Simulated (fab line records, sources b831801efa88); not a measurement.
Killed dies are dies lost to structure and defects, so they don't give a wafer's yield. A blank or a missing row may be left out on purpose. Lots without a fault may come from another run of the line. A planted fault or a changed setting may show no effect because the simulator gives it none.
Chamber matching | flow gf180mcu | GF_STI_ETCH_13 on rie_diel-02: 4 sister chambers
The step etches the open film in CHF3/O2, stops on Si, target depth 282.31 nm, time 112.9 s. 4 wafers are shown with their chamber, then 7 later ones without.

WAFERS WITH THEIR CHAMBER
wafer  | chamber | drypump_motor_current_A (A)
L792.5 | 0       | 5.1
L797.2 | 3       | 4.9
L801.2 | 2       | 5.0
L801.5 | 1       | 6.1

WAFERS WITHOUT THEIR CHAMBER
wafer  | drypump_motor_current_A (A)
L801.6 | 5.1
L802.1 | 5.1
L802.2 | 4.9
L802.5 | 4.9
L812.1 | 5.0
L812.2 | 6.1
L812.6 | 6.0

WHICH CHAMBER EACH WENT THROUGH
wafer  | from the rows above | in truth
L801.6 | 0                   | 0
L802.1 | 0                   | 0
L802.2 | 3                   | 3
L802.5 | 3                   | 3
L812.1 | 2                   | 2
L812.2 | 1                   | 1
L812.6 | 1                   | 1
Placed correctly: 7 of 7. Can't be placed from these rows: 0. Placed wrongly: 0.
How it was worked out, from the rows above alone: a wafer's distance from a chamber is the root of the sum, over the readings, of the square of ((its reading less the chamber's mean) divided by the reading's scatter). The wafer belongs to the nearest chamber; if the next one is less than 2 further off, it can't be placed. A chamber's mean is the mean of its shown wafers. The scatter: with one shown wafer a chamber, the root of the mean of the squares of how far each hidden wafer lies from its nearest shown one.
